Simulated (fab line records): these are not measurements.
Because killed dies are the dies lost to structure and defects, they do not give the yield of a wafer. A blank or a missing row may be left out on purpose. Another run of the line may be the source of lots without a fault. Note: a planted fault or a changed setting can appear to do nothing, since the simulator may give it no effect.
Matching of chambers    flow gf180mcu    rie-si-01 running GF_POLY_GATE_ETCH_13: 4 sister chambers
The step etches poly-Si in HBr/Cl2, stops on SiO2, target depth 198.5 nm, time 71.04 s. 4 wafers are shown with their chamber, then 7 later ones without.

== WAFERS WITH THEIR CHAMBER ==
wafer   chamber  drypump-motor-current-A (A)
L374.5  0        6.6
L375.3  1        6.0
L376.2  2        5.7
L376.5  3        5.1

== WAFERS WITHOUT THEIR CHAMBER ==
wafer   drypump-motor-current-A (A)
L376.6  5.6
L378.2  6.6
L378.3  5.1
L378.4  6.0
L384.1  5.1
L384.5  5.1
L384.6  5.6

== WHICH CHAMBER EACH ONE RAN IN ==
wafer   from the rows above  in truth
L376.6  2                    2
L378.2  0                    0
L378.3  3                    3
L378.4  1                    1
L384.1  3                    3
L384.5  3                    3
L384.6  2                    2
7 of 7 placed correctly. Not placeable from these rows: 0. 0 placed wrongly.
How it was worked out, from the rows above alone: a wafer's distance from a chamber is the root of the sum, over the readings, of the square of ((its reading less the chamber's mean) divided by the reading's scatter). If the next closest chamber is less than 2 further off than the closest, the wafer can't be placed; otherwise it belongs to the closest. The mean given for a chamber averages the wafers shown for that chamber. The scatter (one wafer shown for each chamber): square how far every hidden wafer sits from the nearest shown wafer, average those squares and take the square root.
